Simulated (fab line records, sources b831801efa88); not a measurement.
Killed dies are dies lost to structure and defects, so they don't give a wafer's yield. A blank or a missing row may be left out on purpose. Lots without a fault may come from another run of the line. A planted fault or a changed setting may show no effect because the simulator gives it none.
Chamber matching | flow sky130 | SKY_VIA3_CMP_24 on cmp-02: 4 sister chambers
The step polishes, stops on SiO2, t overpolish 20 s, target thk 0 nm. 8 wafers are shown with their chamber, then 12 later ones without.

WAFERS WITH THEIR CHAMBER
wafer  | chamber | motor_current_A (A) | time_to_endpoint_s (s)
L083.4 | 0       | 9.8                 | 93
L083.6 | 1       | 11.5                | 97
L088.1 | 1       | 12.2                | 99
L088.2 | 3       | 9.5                 | 88
L088.3 | 0       | 9.7                 | 97
L090.1 | 2       | 12.6                | 94
L090.3 | 3       | 9.3                 | 88
L090.5 | 2       | 12.7                | 92

WAFERS WITHOUT THEIR CHAMBER
wafer  | motor_current_A (A) | time_to_endpoint_s (s)
L092.1 | 9.6                 | 91
L092.3 | 11.4                | 97
L092.4 | 12.7                | 93
L091.1 | 9.8                 | 99
L091.2 | 11.7                | 99
L091.4 | 13.2                | 93
L093.1 | 11.8                | 98
L093.3 | 9.8                 | 96
L093.6 | 11.8                | 91
L097.1 | 9.4                 | 85
L097.2 | 9.9                 | 96
L097.6 | 12.8                | 94

WHICH CHAMBER EACH WENT THROUGH
wafer  | from the rows above     | in truth
L092.1 | can't be placed: 3 or 0 | 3
L092.3 | 1                       | 1
L092.4 | 2                       | 2
L091.1 | 0                       | 0
L091.2 | 1                       | 1
L091.4 | 2                       | 2
L093.1 | 1                       | 1
L093.3 | 0                       | 0
L093.6 | can't be placed: 2 or 1 | 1
L097.1 | 3                       | 3
L097.2 | 0                       | 0
L097.6 | 2                       | 2
Placed correctly: 10 of 12. Can't be placed from these rows: 2 (the true chamber is among the candidates in 2). Placed wrongly: 0.
How it was worked out, from the rows above alone: a wafer's distance from a chamber is the root of the sum, over the readings, of the square of ((its reading less the chamber's mean) divided by the reading's scatter). The wafer belongs to the nearest chamber; if the next one is less than 2 further off, it can't be placed. A chamber's mean is the mean of its shown wafers. The scatter: the root of (the sum of the squares of (reading less its chamber's mean) over the shown wafers, divided by (wafers less chambers)).
